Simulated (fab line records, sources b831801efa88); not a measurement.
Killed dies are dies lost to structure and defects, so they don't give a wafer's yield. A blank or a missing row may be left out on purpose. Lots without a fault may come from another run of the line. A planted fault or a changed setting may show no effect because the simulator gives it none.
fab line records | flow sky130
record lots=5 wafers=15 last_day=48
route steps=708 shown DNWELL@40 PWDE@45 NWELL@56
lots that met no fault: from a run of the same line without faults
start_h: hours from the record's first day to the start of the lot's first wafer shown | wait_h: hours since the lot's step before | " the same as in the row above | L1.1+2: a row that stands for several wafers | - no value, or no start given | * or withheld: withheld | < > ~ a bound
route shown NAME@n: a module of which the file shows steps, and the number in the route of the first | usual: mean/standard deviation of fault-free wafers | same: alike in all rows | chamber/n: place in a boat | sites: the reading at each site | _std_site: their standard deviation | _edge_site: outer sites' mean less inner sites' | radius_mm: how far each site lies from the wafer's centre | mask NAME#n: copy n | behind: the tool/chamber that last shaped the wafer | hold: why the lot was held/for how many hours/how that ended | device: the transistor (n, p or np) that didn't switch | end of line: the same wafers' tests at the end of the route | a step without rows: its recipe alone | killed: dies lost to structure and defects at the first sort, not the wafer's yield | map: a wafer's dies, x killed, . not, _ none there
set.NAME: the setting as run; set.NAME@STEP: as run at that earlier step | model.NAME: the simulator's own value behind a step, which no gauge read
lots at some steps of the route; a table a step, a row a wafer
services: from which hour (start_h, from the record's first day; less than 0 if before it) a tool's chamber was out of use, for how many hours, and why
## steps
# step SKY_DNWELL_PEB_05
# recipe temp_c=115 time_s=withheld
# usual plate_temp_C=114.97/0.13
# columns lot.wafer tool chamber start_h wait_h plate_temp_C
L074.3 litho_track-01 0 - - 114.97
L074.5 " 0 " " 114.99
L074.6 " 0 " " 114.97
L075.1 litho_track-02 0 - - 114.83
L075.2 " 0 " " 114.77
L075.6 " 0 " " 114.96
L080.2 litho_track-01 0 - - 114.88
L080.3 " 0 " " 114.88
L080.6 " 0 " " 114.93
L082.1 litho_track-02 0 - - 114.93
L082.3 " 0 " " 114.82
L082.5 " 0 " " 114.92
L087.1 litho_track-02 0 - - 115.02
L087.4 " 0 " " 114.92
L087.6 " 0 " " 115.02
# step SKY_DNWELL_DEVELOP_06
# recipe wall_angle_deg=90 developer=TMAH develop_time_s=60 dev_temp_c=23
# columns lot.wafer tool chamber start_h wait_h
L074.3+5+6 litho_track-01 0 - -
L075.1+2+6 litho_track-02 0 - -
L080.2+3+6 litho_track-01 0 - -
L082.1+3+5 litho_track-02 0 - -
L087.1+4+6 litho_track-02 0 - -
# step SKY_DNWELL_IMPLANT_07
# recipe species=P energy_kev=withheld dose_cm2=withheld tilt_deg=withheld
# columns lot.wafer tool chamber start_h wait_h
L074.3+5+6 implanter-03 0 65.95 -
L075.1+2+6 implanter-03 0 69.48 -
L080.2+3+6 implanter-03 0 88.93 -
L082.1+3+5 implanter-01 0 95.93 -
L087.1+4+6 implanter-02 0 126.98 -
# step SKY_DNWELL_STRIP_08
# recipe chemistry=O2/N2 power_w=1400 pressure_mtorr=1500 platen_temp_c=withheld o2_flow_sccm=3000 n2_flow_sccm=300 overash_fraction=0.5
# usual drypump_motor_current_A=5.7/0.34 oes_product_au=0.722/0.0043 strip_time_to_endpoint_s=36.94/0.11
# same overash_fraction=0.5
# columns lot.wafer tool chamber start_h wait_h drypump_motor_current_A oes_product_au rf_hours_counter_h strip_time_to_endpoint_s
L074.3 plasma_asher-01 1 66.09 0.1 5.7 0.722 - 37.05
L074.5 " 0 " " 5.8 0.722 - 37.07
L074.6 " 1 " " 5.7 0.725 - 36.97
L075.1 plasma_asher-01 0 69.63 0.1 5.7 0.722 39 37.03
L075.2 " 1 " " 5.7 0.721 39 37.13
L075.6 " 1 " " 5.8 0.718 - 37.04
L080.2 plasma_asher-02 0 89.05 0.1 6.4 0.719 41 36.94
L080.3 " 1 " " 5.3 0.720 - 36.89
L080.6 " 0 " " 6.4 0.721 - 37.00
L082.1 plasma_asher-01 1 96.08 0.1 5.7 0.717 41 36.94
L082.3 " 1 " " 5.7 0.721 - 36.84
L082.5 " 1 " " 5.7 0.729 - 36.81
L087.1 plasma_asher-02 0 127.13 0.1 6.4 0.722 45 36.88
L087.4 " 1 " " 5.2 0.722 - 36.86
L087.6 " 0 " " 6.4 0.716 - 36.81
# step SKY_DNWELL_TW_MEAS_09
# usual DNWELL_TW=1117/10
# columns lot.wafer tool chamber start_h wait_h DNWELL_TW
L074.3 film_metro-01 - 66.17 0.1 1107
L074.5 " - " " 1118
L074.6 " - " " 1115
L075.1 film_metro-01 - 69.73 0.1 1118
L075.2 " - " " 1124
L075.6 " - " " 1117
L080.2 film_metro-04 - 89.16 0.1 1107
L080.3 " - " " 1105
L080.6 " - " " 1100
L082.1 film_metro-04 - 96.18 0.1 1110
L082.3 " - " " 1114
L082.5 " - " " 1110
L087.1 film_metro-04 - 127.23 0.1 1111
L087.4 " - " " 1099
L087.6 " - " " 1096
# step SKY_PWDE_DEHYDRATE_00
# recipe temp_c=200 time_s=60
# usual plate_temp_C=199.98/0.16
# same time_s=60
# columns lot.wafer tool chamber start_h wait_h plate_temp_C
L074.3 litho_track-03 0 72.85 6.7 200.10
L074.5 " 0 " " 200.20
L074.6 " 0 " " 200.17
L075.1 litho_track-03 0 76.95 7.2 199.80
L075.2 " 0 " " 199.80
L075.6 " 0 " " 199.79
L080.2 litho_track-02 0 97.15 8.0 200.17
L080.3 " 0 " " 199.98
L080.6 " 0 " " 200.14
L082.1 litho_track-04 0 104.62 8.4 200.07
L082.3 " 0 " " 200.24
L082.5 " 0 " " 200.17
L087.1 litho_track-03 0 135.50 8.3 199.91
L087.4 " 0 " " 200.10
L087.6 " 0 " " 200.07
# step SKY_PWDE_HMDS_01
# recipe prime_time_s=60 prime_temp_c=120
# columns lot.wafer tool chamber start_h wait_h
L074.3+5+6 litho_track-03 0 73.00 0.1
L075.1+2+6 litho_track-03 0 77.10 0.1
L080.2+3+6 litho_track-02 0 97.30 0.1
L082.1+3+5 litho_track-04 0 104.77 0.1
L087.1+4+6 litho_track-03 0 135.65 0.1
# step SKY_PWDE_COAT_02
# recipe spin_rpm=2000 resist_thk_nm=3000
# columns lot.wafer tool chamber start_h wait_h
L074.3+5+6 litho_track-03 0 73.15 0.1
L075.1+2+6 litho_track-03 0 77.25 0.1
L080.2+3+6 litho_track-02 0 97.45 0.1
L082.1+3+5 litho_track-04 0 104.92 0.1
L087.1+4+6 litho_track-03 0 135.80 0.1
# step SKY_PWDE_SOFTBAKE_03
# recipe temp_c=110 time_s=withheld
# usual plate_temp_C=110.03/0.13
# columns lot.wafer tool chamber start_h wait_h plate_temp_C
L074.3 litho_track-03 0 73.31 0.1 110.03
L074.5 " 0 " " 109.99
L074.6 " 0 " " 110.11
L075.1 litho_track-03 0 77.40 0.1 110.15
L075.2 " 0 " " 109.97
L075.6 " 0 " " 109.99
L080.2 litho_track-02 0 97.61 0.1 110.16
L080.3 " 0 " " 109.94
L080.6 " 0 " " 110.15
L082.1 litho_track-04 0 105.07 0.1 110.32
L082.3 " 0 " " 109.99
L082.5 " 0 " " 110.13
L087.1 litho_track-03 0 135.95 0.1 109.86
L087.4 " 0 " " 109.97
L087.6 " 0 " " 110.07
# step SKY_PWDE_EXPOSE_04
# recipe mask_id=PWDEM na=0.6 source_shape=conventional sigma_outer=0.6 polarization=unpolarized target_cd_nm=840 dose_mj=214
# same sigma_outer=0.6
# columns lot.wafer tool chamber start_h wait_h mask
L074.3+5+6 iline_stepper-01 0 - - PWDEM#0
L075.1+2+6 iline_stepper-01 0 - - PWDEM#0
L080.2+3+6 iline_stepper-02 0 - - PWDEM#0
L082.1+3+5 iline_stepper-01 0 - - PWDEM#0
L087.1+4+6 iline_stepper-01 0 - - PWDEM#0
# step SKY_PWDE_PEB_05
# recipe temp_c=115 time_s=withheld
# usual plate_temp_C=115.00/0.12
# columns lot.wafer tool chamber start_h wait_h plate_temp_C
L074.3 litho_track-04 0 - - 114.97
L074.5 " 0 " " 115.13
L074.6 " 0 " " 115.02
L075.1 litho_track-04 0 - - 115.11
L075.2 " 0 " " 115.22
L075.6 " 0 " " 115.08
L080.2 litho_track-04 0 - - 115.01
L080.3 " 0 " " 115.16
L080.6 " 0 " " 114.96
L082.1 litho_track-03 0 - - 115.09
L082.3 " 0 " " 115.09
L082.5 " 0 " " 114.93
L087.1 litho_track-04 0 - - 114.91
L087.4 " 0 " " 114.99
L087.6 " 0 " " 114.84
# step SKY_PWDE_DEVELOP_06
# recipe wall_angle_deg=90 developer=TMAH develop_time_s=60 dev_temp_c=23
# columns lot.wafer tool chamber start_h wait_h
L074.3+5+6 litho_track-04 0 - -
L075.1+2+6 litho_track-04 0 - -
L080.2+3+6 litho_track-04 0 - -
L082.1+3+5 litho_track-03 0 - -
L087.1+4+6 litho_track-04 0 - -
# step SKY_PWDE_OVL_MEAS_07
# usual PWDE_OVL=0.6/1.5
# columns lot.wafer tool chamber start_h wait_h PWDE_OVL[nm]
L074.3 overlay-01 - 82.08 - 1.3
L074.5 " - " " 0.3
L074.6 " - " " 4.2
L075.1 overlay-02 - 85.77 - 0.3
L075.2 " - " " -0.1
L075.6 " - " " -0.6
L080.2 overlay-02 - 107.12 - 0.8
L080.3 " - " " -1.4
L080.6 " - " " 0.9
L082.1 overlay-01 - 113.45 - -1.2
L082.3 " - " " 0.6
L082.5 " - " " -1.3
L087.1 overlay-01 - 146.32 - -0.6
L087.4 " - " " 0.4
L087.6 " - " " 1.6
# step SKY_PWDE_IMPLANT_08
# recipe species=B energy_kev=150 dose_cm2=3.6e+12 tilt_deg=withheld
# columns lot.wafer tool chamber start_h wait_h
L074.3+5+6 implanter-03 0 82.15 0.1
L075.1+2+6 implanter-01 0 85.80 0.0
L080.2+3+6 implanter-03 0 107.18 0.0
L082.1+3+5 implanter-01 0 113.48 0.0
L087.1+4+6 implanter-01 0 146.35 0.0
# step SKY_PWDE_STRIP_09
# recipe chemistry=O2/N2 power_w=1400 pressure_mtorr=1500 platen_temp_c=withheld o2_flow_sccm=3000 n2_flow_sccm=300 overash_fraction=0.5
# usual drypump_motor_current_A=5.7/0.42 oes_product_au=0.723/0.0047 strip_time_to_endpoint_s=36.91/0.11
# same overash_fraction=0.5
# columns lot.wafer tool chamber start_h wait_h drypump_motor_current_A oes_product_au rf_hours_counter_h strip_time_to_endpoint_s
L074.3 plasma_asher-03 0 82.29 0.1 6.0 0.727 - 36.86
L074.5 " 0 " " 6.0 0.731 - 36.84
L074.6 " 1 " " 5.7 0.733 - 36.89
L075.1 plasma_asher-02 0 85.95 0.1 6.3 0.719 41 36.87
L075.2 " 1 " " 5.2 0.725 41 36.83
L075.6 " 0 " " 6.3 0.726 - 36.81
L080.2 plasma_asher-02 1 107.30 0.1 5.2 0.733 43 36.88
L080.3 " 0 " " 6.4 0.718 - 36.82
L080.6 " 0 " " 6.3 0.723 - 36.89
L082.1 plasma_asher-03 1 113.63 0.1 5.7 0.727 30 37.11
L082.3 " 0 " " 6.0 0.717 - 36.96
L082.5 " 0 " " 6.0 0.713 - 37.11
L087.1 plasma_asher-04 0 146.50 0.1 5.3 0.719 44 36.88
L087.4 " 1 " " 5.7 0.720 - 36.89
L087.6 " 0 " " 5.3 0.728 - 36.76
# step SKY_PWDE_TW_MEAS_10
# usual PWDE_TW=375.3/3
# columns lot.wafer tool chamber start_h wait_h PWDE_TW
L074.3 film_metro-01 - 82.37 0.1 376.2
L074.5 " - " " 380.7
L074.6 " - " " 381.6
L075.1 film_metro-01 - 86.05 0.1 379.2
L075.2 " - " " 382.5
L075.6 " - " " 379.4
L080.2 film_metro-04 - 107.41 0.1 375.4
L080.3 " - " " 374.4
L080.6 " - " " 375.2
L082.1 film_metro-01 - 113.73 0.1 378.8
L082.3 " - " " 380.4
L082.5 " - " " 378.4
L087.1 film_metro-01 - 146.60 0.1 376.7
L087.4 " - " " 377.3
L087.6 " - " " 377.5
# step SKY_NWELL_DEHYDRATE_03
# recipe temp_c=200 time_s=60
# usual plate_temp_C=200.02/0.15
# same time_s=60
# columns lot.wafer tool chamber start_h wait_h plate_temp_C
L074.3 litho_track-04 0 89.87 7.5 200.09
L074.5 " 0 " " 199.96
L074.6 " 0 " " 199.89
L075.1 litho_track-03 0 94.10 8.0 199.82
L075.2 " 0 " " 200.07
L075.6 " 0 " " 199.80
L080.2 litho_track-01 0 115.23 7.8 199.83
L080.3 " 0 " " 199.78
L080.6 " 0 " " 200.02
L082.1 litho_track-01 0 123.40 9.7 200.05
L082.3 " 0 " " 200.13
L082.5 " 0 " " 200.07
L087.1 litho_track-01 0 155.05 8.4 199.97
L087.4 " 0 " " 199.84
L087.6 " 0 " " 199.99
# step SKY_NWELL_HMDS_04
# recipe prime_time_s=60 prime_temp_c=120
# columns lot.wafer tool chamber start_h wait_h
L074.3+5+6 litho_track-04 0 90.02 0.1
L075.1+2+6 litho_track-03 0 94.25 0.1
L080.2+3+6 litho_track-01 0 115.38 0.1
L082.1+3+5 litho_track-01 0 123.55 0.1
L087.1+4+6 litho_track-01 0 155.20 0.1
# step SKY_NWELL_COAT_05
# recipe spin_rpm=2000 resist_thk_nm=3000
# columns lot.wafer tool chamber start_h wait_h
L074.3+5+6 litho_track-04 0 90.17 0.1
L075.1+2+6 litho_track-03 0 94.40 0.1
L080.2+3+6 litho_track-01 0 115.53 0.1
L082.1+3+5 litho_track-01 0 123.70 0.1
L087.1+4+6 litho_track-01 0 155.35 0.1
# step SKY_NWELL_SOFTBAKE_06
# recipe temp_c=110 time_s=withheld
# usual plate_temp_C=109.99/0.14
# columns lot.wafer tool chamber start_h wait_h plate_temp_C
L074.3 litho_track-04 0 90.33 0.1 109.95
L074.5 " 0 " " 110.10
L074.6 " 0 " " 110.07
L075.1 litho_track-03 0 94.55 0.1 110.24
L075.2 " 0 " " 110.03
L075.6 " 0 " " 109.75
L080.2 litho_track-01 0 115.69 0.1 109.78
L080.3 " 0 " " 109.89
L080.6 " 0 " " 109.64
L082.1 litho_track-01 0 123.85 0.1 110.12
L082.3 " 0 " " 109.95
L082.5 " 0 " " 110.00
L087.1 litho_track-01 0 155.50 0.1 109.80
L087.4 " 0 " " 110.04
L087.6 " 0 " " 110.00
# step SKY_NWELL_EXPOSE_07
# recipe mask_id=NWM na=0.6 source_shape=conventional sigma_outer=0.6 polarization=unpolarized target_cd_nm=840 dose_mj=255
# same sigma_outer=0.6
# columns lot.wafer tool chamber start_h wait_h mask
L074.3+5+6 iline_stepper-02 0 - - NWM#0
L075.1+2+6 iline_stepper-01 0 - - NWM#0
L080.2+3+6 iline_stepper-01 0 - - NWM#0
L082.1+3+5 iline_stepper-01 0 - - NWM#0
L087.1+4+6 iline_stepper-02 0 - - NWM#0
# step SKY_NWELL_PEB_08
# recipe temp_c=115 time_s=withheld
# usual plate_temp_C=115.02/0.14
# columns lot.wafer tool chamber start_h wait_h plate_temp_C
L074.3 litho_track-01 0 - - 115.02
L074.5 " 0 " " 115.05
L074.6 " 0 " " 114.93
L075.1 litho_track-01 0 - - 115.06
L075.2 " 0 " " 115.19
L075.6 " 0 " " 115.13
L080.2 litho_track-01 0 - - 114.94
L080.3 " 0 " " 115.06
L080.6 " 0 " " 115.29
L082.1 litho_track-01 0 - - 114.79
L082.3 " 0 " " 115.07
L082.5 " 0 " " 114.87
L087.1 litho_track-03 0 - - 115.01
L087.4 " 0 " " 115.04
L087.6 " 0 " " 114.92
# step SKY_NWELL_DEVELOP_09
# recipe wall_angle_deg=90 developer=TMAH develop_time_s=60 dev_temp_c=23
# columns lot.wafer tool chamber start_h wait_h
L074.3+5+6 litho_track-01 0 - -
L075.1+2+6 litho_track-01 0 - -
L080.2+3+6 litho_track-01 0 - -
L082.1+3+5 litho_track-01 0 - -
L087.1+4+6 litho_track-03 0 - -
# step SKY_NWELL_OVL_MEAS_10
# usual NWELL_00_OVL=0.0/1.2
# columns lot.wafer tool chamber start_h wait_h NWELL_00_OVL[nm]
L074.3 overlay-01 - 98.97 - 2.1
L074.5 " - " " 2.6
L074.6 " - " " 1.9
L075.1 overlay-01 - 103.70 - -0.7
L075.2 " - " " 0.3
L075.6 " - " " 0.8
L080.2 overlay-02 - 125.86 - -0.8
L080.3 " - " " -0.3
L080.6 " - " " 0.1
L082.1 overlay-01 - 132.95 - 1.3
L082.3 " - " " 1.2
L082.5 " - " " 0.6
L087.1 overlay-02 - 165.45 - -1.0
L087.4 " - " " -0.8
L087.6 " - " " -0.7
# step SKY_NWELL_IMPLANT_11
# recipe species=P energy_kev=400 dose_cm2=1.9e+13 tilt_deg=withheld
# columns lot.wafer tool chamber start_h wait_h
L074.3+5+6 implanter-04 0 99.04 0.1
L075.1+2+6 implanter-01 0 103.74 0.0
L080.2+3+6 implanter-02 0 125.91 0.0
L082.1+3+5 implanter-01 0 132.99 0.0
L087.1+4+6 implanter-04 0 165.48 0.0
# step SKY_NWELL_IMPLANT_12
# recipe species=P energy_kev=120 dose_cm2=1.3e+12 tilt_deg=withheld
# columns lot.wafer tool chamber start_h wait_h
L074.3+5+6 implanter-04 0 99.19 0.1
L075.1+2+6 implanter-01 0 103.89 0.1
L080.2+3+6 implanter-02 0 126.06 0.1
L082.1+3+5 implanter-01 0 133.14 0.1
L087.1+4+6 implanter-04 0 165.63 0.1
# step SKY_NWELL_IMPLANT_13
# recipe species=P energy_kev=50 dose_cm2=7e+11 tilt_deg=withheld
# columns lot.wafer tool chamber start_h wait_h
L074.3+5+6 implanter-04 0 99.34 0.1
L075.1+2+6 implanter-01 0 104.04 0.1
L080.2+3+6 implanter-02 0 126.21 0.1
L082.1+3+5 implanter-01 0 133.29 0.1
L087.1+4+6 implanter-04 0 165.78 0.1
# step SKY_NWELL_STRIP_14
# recipe chemistry=O2/N2 power_w=1400 pressure_mtorr=1500 platen_temp_c=withheld o2_flow_sccm=3000 n2_flow_sccm=300 overash_fraction=0.5
# usual drypump_motor_current_A=5.71/0.19 oes_product_au=0.723/0.0049 strip_time_to_endpoint_s=36.94/0.13
# same overash_fraction=0.5
# columns lot.wafer tool chamber start_h wait_h drypump_motor_current_A oes_product_au rf_hours_counter_h strip_time_to_endpoint_s
L074.3 plasma_asher-01 0 99.47 0.1 5.77 0.717 - 36.78
L074.5 " 1 " " 5.73 0.731 - 36.76
L074.6 " 0 " " 5.77 0.726 - 36.83
L075.1 plasma_asher-03 0 104.19 0.1 5.94 0.719 29 36.84
L075.2 " 1 " " 5.68 0.720 29 36.91
L075.6 " 1 " " 5.69 0.724 - 36.85
L080.2 plasma_asher-01 0 126.34 0.1 5.73 0.725 1 36.98
L080.3 " 1 " " 5.74 0.718 - 36.87
L080.6 " 1 " " 5.73 0.724 - 36.98
L082.1 plasma_asher-04 1 133.44 0.1 5.64 0.727 43 36.74
L082.3 " 1 " " 5.63 0.722 - 36.90
L082.5 " 0 " " 5.34 0.712 - 36.85
L087.1 plasma_asher-04 1 165.93 0.1 5.63 0.730 46 36.99
L087.4 " 1 " " 5.62 0.720 - 36.95
L087.6 " 0 " " 5.28 0.731 - 36.95
# step SKY_NWELL_TW_MEAS_15
# usual NWELL_TW=1821/13
# columns lot.wafer tool chamber start_h wait_h NWELL_TW
L074.3 film_metro-04 - 99.56 0.1 1826
L074.5 " - " " 1826
L074.6 " - " " 1824
L075.1 film_metro-03 - 104.29 0.1 1821
L075.2 " - " " 1824
L075.6 " - " " 1818
L080.2 film_metro-03 - 126.45 0.1 1808
L080.3 " - " " 1811
L080.6 " - " " 1805
L082.1 film_metro-01 - 133.54 0.1 1840
L082.3 " - " " 1840
L082.5 " - " " 1843
L087.1 film_metro-01 - 166.03 0.1 1832
L087.4 " - " " 1829
L087.6 " - " " 1823
# step SKY_NWELL_DEHYDRATE_16
# recipe temp_c=200 time_s=60
# usual plate_temp_C=200.03/0.15
# same time_s=60
# columns lot.wafer tool chamber start_h wait_h plate_temp_C
L074.3 litho_track-04 0 108.12 8.5 199.83
L074.5 " 0 " " 199.84
L074.6 " 0 " " 200.11
L075.1 litho_track-04 0 112.27 8.0 200.17
L075.2 " 0 " " 200.19
L075.6 " 0 " " 200.01
L080.2 litho_track-03 0 134.27 7.8 200.24
L080.3 " 0 " " 200.08
L080.6 " 0 " " 200.02
L082.1 litho_track-03 0 143.70 10.1 200.12
L082.3 " 0 " " 200.12
L082.5 " 0 " " 200.12
L087.1 litho_track-04 0 175.42 9.4 199.97
L087.4 " 0 " " 199.92
L087.6 " 0 " " 200.01
# step SKY_NWELL_HMDS_17
# recipe prime_time_s=60 prime_temp_c=120
# columns lot.wafer tool chamber start_h wait_h
L074.3+5+6 litho_track-04 0 108.27 0.1
L075.1+2+6 litho_track-04 0 112.42 0.1
L080.2+3+6 litho_track-03 0 134.42 0.1
L082.1+3+5 litho_track-03 0 143.85 0.1
L087.1+4+6 litho_track-04 0 175.57 0.1
# step SKY_NWELL_COAT_18
# recipe spin_rpm=2000 resist_thk_nm=3000
# columns lot.wafer tool chamber start_h wait_h
L074.3+5+6 litho_track-04 0 108.42 0.1
L075.1+2+6 litho_track-04 0 112.57 0.1
L080.2+3+6 litho_track-03 0 134.57 0.1
L082.1+3+5 litho_track-03 0 144.00 0.1
L087.1+4+6 litho_track-04 0 175.72 0.1
# step SKY_NWELL_SOFTBAKE_19
# recipe temp_c=110 time_s=withheld
# usual plate_temp_C=109.99/0.14
# columns lot.wafer tool chamber start_h wait_h plate_temp_C
L074.3 litho_track-04 0 108.58 0.1 110.13
L074.5 " 0 " " 110.16
L074.6 " 0 " " 110.16
L075.1 litho_track-04 0 112.72 0.1 110.12
L075.2 " 0 " " 109.88
L075.6 " 0 " " 110.27
L080.2 litho_track-03 0 134.73 0.1 110.04
L080.3 " 0 " " 109.86
L080.6 " 0 " " 109.83
L082.1 litho_track-03 0 144.15 0.1 110.02
L082.3 " 0 " " 110.11
L082.5 " 0 " " 110.12
L087.1 litho_track-04 0 175.87 0.1 109.68
L087.4 " 0 " " 109.82
L087.6 " 0 " " 109.90
# step SKY_NWELL_EXPOSE_20
# recipe mask_id=NWM_COMPLEMENT na=0.6 source_shape=conventional sigma_outer=0.6 polarization=unpolarized target_cd_nm=840 dose_mj=260
# same sigma_outer=0.6
# columns lot.wafer tool chamber start_h wait_h mask
L074.3+5+6 iline_stepper-01 0 - - NWM_COMPLEMENT#0
L075.1+2+6 iline_stepper-01 0 - - NWM_COMPLEMENT#0
L080.2+3+6 iline_stepper-02 0 - - NWM_COMPLEMENT#0
L082.1+3+5 iline_stepper-02 0 - - NWM_COMPLEMENT#0
L087.1+4+6 iline_stepper-01 0 - - NWM_COMPLEMENT#0
# step SKY_NWELL_PEB_21
# recipe temp_c=115 time_s=withheld
# usual plate_temp_C=114.98/0.12
# columns lot.wafer tool chamber start_h wait_h plate_temp_C
L074.3 litho_track-04 0 - - 114.70
L074.5 " 0 " " 114.84
L074.6 " 0 " " 114.69
L075.1 litho_track-01 0 - - 115.03
L075.2 " 0 " " 115.03
L075.6 " 0 " " 115.05
L080.2 litho_track-03 0 - - 114.96
L080.3 " 0 " " 114.89
L080.6 " 0 " " 115.00
L082.1 litho_track-04 0 - - 114.87
L082.3 " 0 " " 114.94
L082.5 " 0 " " 114.87
L087.1 litho_track-04 0 - - 115.05
L087.4 " 0 " " 115.15
L087.6 " 0 " " 115.14
# step SKY_NWELL_DEVELOP_22
# recipe wall_angle_deg=90 developer=TMAH develop_time_s=60 dev_temp_c=23
# columns lot.wafer tool chamber start_h wait_h
L074.3+5+6 litho_track-04 0 - -
L075.1+2+6 litho_track-01 0 - -
L080.2+3+6 litho_track-03 0 - -
L082.1+3+5 litho_track-04 0 - -
L087.1+4+6 litho_track-04 0 - -
# step SKY_NWELL_OVL_MEAS_23
# usual NWELL_01_OVL=-0.4/1.1
# columns lot.wafer tool chamber start_h wait_h NWELL_01_OVL[nm]
L074.3 overlay-02 - 117.43 - -1.1
L074.5 " - " " 0.1
L074.6 " - " " -0.4
L075.1 overlay-01 - 122.20 - -2.8
L075.2 " - " " -1.0
L075.6 " - " " -0.9
L080.2 overlay-01 - 145.30 - -0.9
L080.3 " - " " 0.0
L080.6 " - " " 0.1
L082.1 overlay-02 - 154.02 - -0.9
L082.3 " - " " -1.8
L082.5 " - " " -2.0
L087.1 overlay-02 - 187.02 - -0.2
L087.4 " - " " -2.6
L087.6 " - " " -1.6
# step SKY_NWELL_IMPLANT_24
# recipe species=B energy_kev=140 dose_cm2=9.2e+12 tilt_deg=withheld
# columns lot.wafer tool chamber start_h wait_h
L074.3+5+6 implanter-01 0 117.50 0.1
L075.1+2+6 implanter-01 0 122.24 0.0
L080.2+3+6 implanter-04 0 145.36 0.0
L082.1+3+5 implanter-02 0 154.05 0.0
L087.1+4+6 implanter-04 0 187.05 0.0
# step SKY_NWELL_STRIP_25
# recipe chemistry=O2/N2 power_w=1400 pressure_mtorr=1500 platen_temp_c=withheld o2_flow_sccm=3000 n2_flow_sccm=300 overash_fraction=0.5
# usual drypump_motor_current_A=5.67/0.19 oes_product_au=0.722/0.0049 strip_time_to_endpoint_s=36.95/0.11
# same overash_fraction=0.5
# columns lot.wafer tool chamber start_h wait_h drypump_motor_current_A oes_product_au rf_hours_counter_h strip_time_to_endpoint_s
L074.3 plasma_asher-04 0 117.64 0.1 5.31 0.719 - 37.06
L074.5 " 1 " " 5.65 0.726 - 37.04
L074.6 " 0 " " 5.31 0.719 - 37.13
L075.1 plasma_asher-04 1 122.39 0.1 5.65 0.722 42 37.04
L075.2 " 0 " " 5.29 0.726 42 36.99
L075.6 " 0 " " 5.30 0.724 - 36.94
L080.2 plasma_asher-01 0 145.48 0.1 5.75 0.733 2 36.71
L080.3 " 0 " " 5.76 0.726 - 36.80
L080.6 " 0 " " 5.75 0.718 - 36.73
L082.1 plasma_asher-04 1 154.20 0.1 5.66 0.721 45 37.00
L082.3 " 0 " " 5.34 0.717 - 36.96
L082.5 " 0 " " 5.34 0.718 - 37.01
L087.1 plasma_asher-04 0 187.20 0.1 5.31 0.721 48 36.96
L087.4 " 1 " " 5.68 0.730 - 37.03
L087.6 " 1 " " 5.65 0.722 - 36.98
# step SKY_NWELL_TW_MEAS_26
# usual NWELL_2_TW=498/3.3
# columns lot.wafer tool chamber start_h wait_h NWELL_2_TW
L074.3 film_metro-04 - 117.72 0.1 495
L074.5 " - " " 496
L074.6 " - " " 500
L075.1 film_metro-03 - 122.49 0.1 492
L075.2 " - " " 492
L075.6 " - " " 493
L080.2 film_metro-03 - 145.59 0.1 493
L080.3 " - " " 496
L080.6 " - " " 494
L082.1 film_metro-01 - 154.30 0.1 501
L082.3 " - " " 499
L082.5 " - " " 502
L087.1 film_metro-03 - 187.30 0.1 495
L087.4 " - " " 497
L087.6 " - " " 498
# step SKY_NWELL_CLEAN_27
# recipe chemistry=SC1/SC2 mix=1:4:20 temp_c=70 time_s=150 dry=n2_spin
# same time_s=150
# columns lot.wafer tool chamber start_h wait_h
L074.3+5+6 wet_bench-04 2 117.76 0.0
L075.1+2+6 wet_bench-03 3 122.55 0.1
L080.2+3+6 wet_bench-03 3 145.64 0.0
L082.1+3+5 wet_bench-03 2 154.36 0.1
L087.1+4+6 wet_bench-04 1 187.36 0.1
# step SKY_NWELL_RTA_28
# recipe temp_c=1050 time_s=30 idle_temp_c=650 ramp_up_c_per_s=150 ramp_down_c_per_s=90 ambient=N2
# usual lamp_power_pct=25.30/0.05 ramp_down_c_per_s=90.001/0.015 wafer_temp_C_max=1054.9/1
# same time_s=30
# columns lot.wafer tool chamber start_h wait_h lamp_power_pct ramp_down_c_per_s wafer_temp_C_max
L074.3 rtp_anneal-02 0 117.86 0.0 25.38 90.002 1054.0
L074.5 " 0 " " 25.30 89.995 1056.8
L074.6 " 0 " " 25.28 89.999 1054.0
L075.1 rtp_anneal-02 0 122.60 0.0 25.20 90.005 1054.5
L075.2 " 0 " " 25.28 89.972 1054.5
L075.6 " 0 " " 25.33 89.995 1055.5
L080.2 rtp_anneal-01 0 145.72 0.0 25.26 89.988 1054.7
L080.3 " 0 " " 25.28 90.017 1057.1
L080.6 " 0 " " 25.31 89.993 1054.3
L082.1 rtp_anneal-02 0 154.42 0.0 25.33 89.990 1055.7
L082.3 " 0 " " 25.31 90.027 1055.8
L082.5 " 0 " " 25.32 89.999 1054.0
L087.1 rtp_anneal-01 0 187.46 0.0 25.24 89.997 1054.2
L087.4 " 0 " " 25.28 89.978 1053.8
L087.6 " 0 " " 25.30 90.021 1053.9
# step SKY_NWELL_RS_MEAS_29
# recipe thk_meas_gauge=four-point-probe
# usual NWELL_RS=624.6/1.9
# columns lot.wafer tool chamber start_h wait_h NWELL_RS[ohm/sq]
L074.3 film_metro-03 - 117.96 0.1 623.5
L074.5 " - " " 623.1
L074.6 " - " " 622.2
L075.1 film_metro-01 - 122.70 0.1 627.0
L075.2 " - " " 625.1
L075.6 " - " " 626.6
L080.2 film_metro-01 - 145.82 0.1 623.3
L080.3 " - " " 623.1
L080.6 " - " " 623.4
L082.1 film_metro-04 - 154.52 0.1 623.5
L082.3 " - " " 624.2
L082.5 " - " " 621.8
L087.1 film_metro-04 - 187.56 0.1 627.2
L087.4 " - " " 625.5
L087.6 " - " " 626.4
## services
# columns tool chamber start_h hours kind
wet_bench-04 - 44.91 4.4 pm
plasma_asher-01 - 51.48 1.9 repair
plasma_asher-02 - 51.75 1.6 repair
iline_stepper-02 - 55.76 1.7 pm
implanter-02 - 71.13 1.9 repair
implanter-04 - 75.00 1.6 repair
implanter-02 - 78.66 13.4 pm
implanter-02 - 93.94 1.8 repair
implanter-03 - 94.58 2.2 repair
iline_stepper-01 - 94.86 1.7 pm
plasma_asher-02 - 96.87 0.4 repair
plasma_asher-04 - 101.50 4.3 pm
implanter-03 - 101.74 2.1 repair
iline_stepper-02 - 104.75 13.7 repair
plasma_asher-01 - 108.75 9.0 pm
plasma_asher-01 0 108.75 9.0 vent_cycle
plasma_asher-01 1 108.75 9.0 vent_cycle
iline_stepper-02 - 110.95 16.3 repair
plasma_asher-03 - 122.14 1.4 repair
implanter-04 - 136.06 3.3 pm
implanter-01 - 136.91 1.2 repair
iline_stepper-01 0 137.74 - calibration
rtp_anneal-02 - 158.43 1.5 pm
iline_stepper-02 - 170.72 28.9 pm
## key
fault none
